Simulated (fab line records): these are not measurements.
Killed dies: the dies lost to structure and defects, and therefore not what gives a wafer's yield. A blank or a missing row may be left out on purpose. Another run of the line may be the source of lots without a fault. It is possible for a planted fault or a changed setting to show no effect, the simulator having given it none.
What tool caused it? -- flow gf180mcu -- 21 wafers sampled from 7 lots at 1 step of a route of 602

## WHAT THE GAUGES SHOWED, per wafer
GF_PSD_CD_MEAS_07 targets a cd of 400 nm.
lot,measured,on,cd nm (nm)
L797,day 14 23:25,cd sem-02,402.6 401.3 401.4
L799,day 15 16:44,cd sem-02,396.6 398.1 398.5
L802,day 16 21:58,cd sem-01,398.8 401.8 398.4
L805,day 17 18:38,cd sem-02,403.4 401.6 402.5
L807,day 18 14:46,cd sem-01,396.0 396.0 395.1
L815,day 21 07:40,cd sem-02,401.5 400.0 401.5
L817,day 22 02:59,cd sem-01,402.0 401.8 402.7

## WHICH TOOL RAN EACH LOT (tool, then ch and the chambers of the sampled wafers, then the start)
Before these readings, the record contains no process step.

## THE ANSWER, worked out from the rows above alone
Rule: usual is defined by the lots themselves. The widest of any qualifying gaps counts: lots, ordered by their means at a reading, are off when they make up no more than a third of the lots, leave a main group of 4 or more, and stand apart from it by 3 or more times the standard deviation of that group's means. Not used: any main group whose means are identical at the precision the tables above print for the reading. A lot without any number at a reading at which 4 lots or more have one is off too. Any other lot the step has rows for is counted as sound.
No lot is off at any reading shown: from this, nothing can be told.

## WHAT THE SIMULATOR HAD INSERTED
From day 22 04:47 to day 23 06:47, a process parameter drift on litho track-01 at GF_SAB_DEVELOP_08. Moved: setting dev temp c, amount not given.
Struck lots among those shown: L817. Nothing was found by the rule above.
